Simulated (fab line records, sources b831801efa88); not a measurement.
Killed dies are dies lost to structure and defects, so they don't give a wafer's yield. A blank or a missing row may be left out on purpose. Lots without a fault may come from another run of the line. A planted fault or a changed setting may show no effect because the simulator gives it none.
A struck lot beside a sound one | flow gf180mcu | 45 steps out of a route of 602
Sound: wafers L484.1, L484.2, L484.6. Struck: wafers L496.2, L496.4, L496.5. The cause comes at the end.
At each step with rows: each side's tool, then ch and its chambers, then its first start. Under that, the readings that differ: sound wafers | struck wafers | difference of the means | sigmas: that difference in standard deviations of wafers without a fault.
alike: readings whose means differ by less than 2 such deviations, and words and numbers that are the same on both sides. not compared: withheld readings, readings that some wafer has no value for, bounds like >300 that may hide the same value, and numbers for which the record gives no deviation and whose values overlap.
The two part at a step that has a row with sigmas, a row that says differs or no value, or rows on one side only. Numbers that don't overlap but have no deviation are shown without sigmas and don't part them. A reading that every wafer of one side lacks parts them only if that side has two wafers or more.

first, 5 steps without rows for these wafers: GF_MVSD_COAT_02 (resist thk 3000 nm); GF_MVSD_SOFTBAKE_03; GF_MVSD_EXPOSE_04 (exposes mask MVSD, target cd 1000 nm); GF_MVSD_PEB_05; GF_MVSD_DEVELOP_06 (develop time 60 s).
GF_MVSD_OVL_MEAS_07:
  sound on overlay-01, day 4 21:40; struck on overlay-01, day 7 19:49
  alike: MVSD_OVL
then, 2 steps without rows for these wafers: GF_MVSD_IMPLANT_08; GF_MVSD_IMPLANT_09.
GF_MVSD_STRIP_10: strips in O2/N2.
  sound on plasma_asher-03 ch 0,1, day 4 22:00; struck on plasma_asher-03 ch 0,1, day 7 20:09
  alike: drypump_motor_current_A, heater_power_w, n2_flow_sccm, oes_product_au, strip_time_to_endpoint_s
  not compared: rf_hours_counter_h
GF_MVSD_TW_MEAS_11:
  sound on film_metro-03, day 4 22:06; struck on film_metro-01, day 7 20:16
  alike: MVSD_TW
then, 2 steps without rows for these wafers: GF_MVPSD_DEHYDRATE_00 (time 60 s); GF_MVPSD_HMDS_01 (prime time 60 s).
GF_MVPSD_COAT_02: resist thk 3000 nm.
  sound on litho_track-02 ch 0, day 5 05:40; struck on litho_track-02, day 8 03:50
  no value came back on the struck wafers for chill_plate_temp_C (C), dispense_pressure_kPa (kPa), spin_speed_rpm (rpm); on the sound wafers chill_plate_temp_C (C) reads 22.93 22.99 22.93
then, 4 steps without rows for these wafers: GF_MVPSD_SOFTBAKE_03; GF_MVPSD_EXPOSE_04 (exposes mask MVPSD, target cd 1000 nm); GF_MVPSD_PEB_05; GF_MVPSD_DEVELOP_06 (develop time 60 s).
GF_MVPSD_OVL_MEAS_07:
  sound on overlay-02, day 5 12:32; struck on overlay-02, day 8 12:22
  reading        | sound       | struck | difference                    | sigmas
  MVPSD_OVL (nm) | 2.2 1.9 2.0 | - - -  | no value on the struck wafers |
then, 2 steps without rows for these wafers: GF_MVPSD_IMPLANT_08; GF_MVPSD_IMPLANT_09.
GF_MVPSD_STRIP_10: strips in O2/N2.
  sound on plasma_asher-02 ch 0,1, day 5 12:52; struck on plasma_asher-01 ch 0,1, day 8 12:41
  no value came back on the struck wafers for oes_product_au (a.u.), strip_time_to_endpoint_s (s); on the sound wafers oes_product_au (a.u.) reads 0.727 0.721 0.724
  alike: drypump_motor_current_A, heater_power_w, n2_flow_sccm
  not compared: rf_hours_counter_h
GF_MVPSD_TW_MEAS_11:
  sound on film_metro-01, day 5 12:58; struck on film_metro-02, day 8 12:48
  alike: MVPSD_TW
then, 7 steps without rows for these wafers: GF_VT_IMPLANT_DEHYDRATE_00 (time 60 s); GF_VT_IMPLANT_HMDS_01 (prime time 60 s); GF_VT_IMPLANT_COAT_02 (resist thk 1000 nm); GF_VT_IMPLANT_SOFTBAKE_03 (time 60 s); GF_VT_IMPLANT_EXPOSE_04 (exposes mask LVPWELL LV AREA, target cd 600 nm); GF_VT_IMPLANT_PEB_05; GF_VT_IMPLANT_DEVELOP_06 (develop time 60 s).
GF_VT_IMPLANT_OVL_MEAS_07:
  sound on overlay-01, day 6 03:29; struck on overlay-01, day 9 05:10
  alike: VT_IMPLANT_OVL
then, 1 step without rows for these wafers: GF_VT_IMPLANT_IMPLANT_08.
GF_VT_IMPLANT_STRIP_09: strips in O2/N2.
  sound on plasma_asher-04 ch 0,1, day 6 03:40; struck on plasma_asher-02 ch 0,1, day 9 05:21
  reading                     | sound       | struck      | difference | sigmas
  drypump_motor_current_A (A) | 5.2 5.5 5.2 | 6.2 6.2 5.7 | +0.7       | +2
  alike: heater_power_w, n2_flow_sccm, oes_product_au, strip_time_to_endpoint_s
  not compared: rf_hours_counter_h
GF_VT_IMPLANT_TW_MEAS_10:
  sound on film_metro-04, day 6 03:46; struck on film_metro-04, day 9 05:28
  reading       | sound       | struck      | difference | sigmas
  VT_IMPLANT_TW | 554 553 554 | 689 688 689 | +135       | +42
then, 7 steps without rows for these wafers: GF_VT_IMPLANT_DEHYDRATE_11 (time 60 s); GF_VT_IMPLANT_HMDS_12 (prime time 60 s); GF_VT_IMPLANT_COAT_13 (resist thk 1000 nm); GF_VT_IMPLANT_SOFTBAKE_14 (time 60 s); GF_VT_IMPLANT_EXPOSE_15 (exposes mask Nwell LV AREA, target cd 860 nm); GF_VT_IMPLANT_PEB_16; GF_VT_IMPLANT_DEVELOP_17 (develop time 60 s).
GF_VT_IMPLANT_OVL_MEAS_18:
  sound on overlay-02, day 6 18:49; struck on overlay-02, day 9 22:31
  alike: VT_IMPLANT_01_OVL
then, 1 step without rows for these wafers: GF_VT_IMPLANT_IMPLANT_19.
GF_VT_IMPLANT_TW_MEAS_21:
  sound on film_metro-03, day 6 19:06; struck on film_metro-03, day 9 22:49
  reading         | sound          | struck         | difference | sigmas
  VT_IMPLANT_2_TW | 1199 1196 1202 | 1233 1230 1233 | +33        | +5
GF_VT_IMPLANT_TW_MEAS_32:
  sound on film_metro-01, day 7 11:16; struck on film_metro-01, day 10 17:07
  reading         | sound             | struck            | difference | sigmas
  VT_IMPLANT_3_TW | 267.0 269.4 268.3 | 568.4 564.3 566.9 | +298.3     | +99 or more
GF_VT_IMPLANT_TW_MEAS_43:
  sound on film_metro-04, day 8 03:27; struck on film_metro-01, day 11 11:16
  reading         | sound       | struck      | difference | sigmas
  VT_IMPLANT_4_TW | 694 694 693 | 779 779 780 | +86        | +21

WHERE THEY PART
First at GF_MVPSD_COAT_02; last, within this record, at GF_VT_IMPLANT_TW_MEAS_43.

WHY: what the simulator had put in
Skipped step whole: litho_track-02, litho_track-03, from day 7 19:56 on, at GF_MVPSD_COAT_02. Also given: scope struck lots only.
